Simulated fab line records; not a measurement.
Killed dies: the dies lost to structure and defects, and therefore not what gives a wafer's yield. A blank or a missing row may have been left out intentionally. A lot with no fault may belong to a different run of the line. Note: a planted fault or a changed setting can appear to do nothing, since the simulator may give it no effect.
Commonality check across tools | flow gf180mcu | 10 lots and 36 wafers in the sample

== REASON FOR OPENING ==
GF_V3_RS_MEAS_24, reading V3_W_RS: flagged on 2 of 10 lots. Wafers without a fault read 0.330 ohm/sq, standard deviation 0.0045.
Rule: flag the lot when none of its wafers has a number, or when each of its wafers that has one lies beyond 4 standard deviations from that mean. The rest of the lots are taken to be sound.

lot  | measured     | on            | V3_W_RS (ohm/sq), wafer by wafer    | flag
L980 | day 22 02:36 | film-metro-02 | 0.323 0.331 0.326                   |
L981 | day 22 13:02 | film-metro-04 | 0.336 0.335 0.334                   |
L983 | day 23 19:14 | film-metro-01 | 0.332 0.333 0.334                   |
L989 | day 25 13:29 | film-metro-01 | 0.332 0.333 0.333                   |
L990 | day 25 20:39 | film-metro-04 | 0.335 0.331 0.331                   |
L992 | day 26 16:28 | film-metro-02 | 0.286 0.286 0.287 0.285 0.286 0.286 | FLAGGED
L993 | day 27 00:01 | film-metro-01 | 0.280 0.289 0.285 0.280 0.289 0.285 | FLAGGED
L994 | day 27 01:35 | film-metro-01 | 0.331 0.325 0.333                   |
L101 | day 29 07:22 | film-metro-01 | 0.334 0.328 0.336                   |
L103 | day 29 14:06 | film-metro-02 | 0.320 0.327 0.324                   |
The numbers of the flagged lots are 0.285 ohm/sq on average: -0.045 ohm/sq against the usual, or -10 standard deviations.

== LOT BY LOT: THE TOOL USED ==
The record holds 4 process steps before the reading, out of a route of 602 steps. Read each cell as the tool, then ch plus the chambers that the sampled wafers visited, then the start.
lot  | flag    | GF_M3_SPUTTER_03             | GF_V3_SPUTTER_21             | GF_V3_SPUTTER_22             | GF_V3_CVD_23
L980 |         | pvd-sputter-03, day 20 00:09 | pvd-sputter-04, day 22 02:22 | pvd-sputter-04, day 22 02:25 | cvd-w-01 ch 0,1, day 22 02:28
L981 |         | pvd-sputter-04, day 20 10:28 | pvd-sputter-04, day 22 12:50 | pvd-sputter-04, day 22 12:53 | cvd-w-02 ch 0,1, day 22 12:56
L983 |         | pvd-sputter-04, day 21 18:14 | pvd-sputter-02, day 23 19:02 | pvd-sputter-02, day 23 19:05 | cvd-w-02 ch 0,1, day 23 19:08
L989 |         | pvd-sputter-01, day 23 16:01 | pvd-sputter-04, day 25 13:17 | pvd-sputter-04, day 25 13:20 | cvd-w-02 ch 0,1, day 25 13:23
L990 |         | pvd-sputter-01, day 23 22:14 | pvd-sputter-04, day 25 20:26 | pvd-sputter-04, day 25 20:29 | cvd-w-02 ch 1, day 25 20:32
L992 | FLAGGED | pvd-sputter-01, day 24 19:31 | pvd-sputter-02, day 26 16:16 | pvd-sputter-02, day 26 16:19 | cvd-w-02 ch 0,1, day 26 16:22
L993 | FLAGGED | pvd-sputter-01, day 25 02:11 | pvd-sputter-02, day 26 23:45 | pvd-sputter-02, day 26 23:49 | cvd-w-02 ch 0,1, day 26 23:54
L994 |         | pvd-sputter-01, day 25 07:01 | pvd-sputter-02, day 27 01:22 | pvd-sputter-02, day 27 01:26 | cvd-w-01 ch 0,1, day 27 01:28
L101 |         | pvd-sputter-01, day 27 14:38 | pvd-sputter-04, day 29 07:09 | pvd-sputter-04, day 29 07:13 | cvd-w-01 ch 0,1, day 29 07:15
L103 |         | pvd-sputter-03, day 27 22:10 | pvd-sputter-04, day 29 13:52 | pvd-sputter-04, day 29 13:56 | cvd-w-01 ch 0,1, day 29 13:58
What the steps here do:
- GF_M3_SPUTTER_03: material Ti, target thk 10 nm, time 6.7 s.
- GF_V3_SPUTTER_21: material Ti, target thk 15 nm, time 80.02 s.
- GF_V3_SPUTTER_22: material TiN, target thk 10 nm, time 40 s.
- GF_V3_CVD_23: deposits W, target thk 350 nm, time 104.9 s.
- GF_V3_RS_MEAS_24: measures by four-point-probe.

== FLAGGED AGAINST TOTAL, ONE TOOL AT A TIME (gauges that did the reading follow at the end) ==
step             | tool           | lots run | flagged | share of the flagged lots | sound lots run after its first flagged lot
GF_M3_SPUTTER_03 | pvd-sputter-01 | 6        | 2       | all                       | 2 (L994,L101)
GF_M3_SPUTTER_03 | pvd-sputter-03 | 2        | 0       | none                      | -
GF_M3_SPUTTER_03 | pvd-sputter-04 | 2        | 0       | none                      | -
GF_V3_SPUTTER_21 | pvd-sputter-02 | 4        | 2       | all                       | 1 (L994)
GF_V3_SPUTTER_21 | pvd-sputter-04 | 6        | 0       | none                      | -
GF_V3_SPUTTER_22 | pvd-sputter-02 | 4        | 2       | all                       | 1 (L994)
GF_V3_SPUTTER_22 | pvd-sputter-04 | 6        | 0       | none                      | -
GF_V3_CVD_23     | cvd-w-01       | 4        | 0       | none                      | -
GF_V3_CVD_23     | cvd-w-02       | 6        | 2       | all                       | 0
GF_V3_RS_MEAS_24 | film-metro-01  | 5        | 1       | some                      | 2 (L994,L101)
GF_V3_RS_MEAS_24 | film-metro-02  | 3        | 1       | some                      | 1 (L103)
GF_V3_RS_MEAS_24 | film-metro-04  | 2        | 0       | none                      | -

== THE TABLE: WHAT IT ALLOWS ==
4 rows of the table ran every flagged lot: pvd-sputter-01 at GF_M3_SPUTTER_03, pvd-sputter-02 at GF_V3_SPUTTER_21, pvd-sputter-02 at GF_V3_SPUTTER_22, cvd-w-02 at GF_V3_CVD_23.
- pvd-sputter-01 at GF_M3_SPUTTER_03 ran 6 lots, 2 of them flagged. After the first flagged lot (L994, L101), sound lots still ran on it; a lasting fault on the whole tool would not permit that.
- pvd-sputter-02 at GF_V3_SPUTTER_21 ran 4 lots, 2 of them flagged. After the first flagged lot (L994), sound lots still ran on it; a lasting fault on the whole tool would not permit that.
- pvd-sputter-02 at GF_V3_SPUTTER_22 ran 4 lots, 2 of them flagged. After the first flagged lot (L994), sound lots still ran on it; a lasting fault on the whole tool would not permit that.
- cvd-w-02 at GF_V3_CVD_23 ran 6 lots, 2 of them flagged. Its last sound lot is L990 (day 25 20:32), its first flagged lot L992 (day 26 16:22): a fault that began between those two fits. Its own readings (susceptor-temp-C) fall more than 4 standard deviations out on all wafers of the flagged lots.
One tool is left: cvd-w-02 at GF_V3_CVD_23.

== WHAT WAS PUT IN BY THE SIMULATOR ==
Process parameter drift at GF_V3_CVD_23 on cvd-w-02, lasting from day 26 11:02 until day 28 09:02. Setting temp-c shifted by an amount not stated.
Shown lots that were struck: L992, L993. Same finding as the rule above.
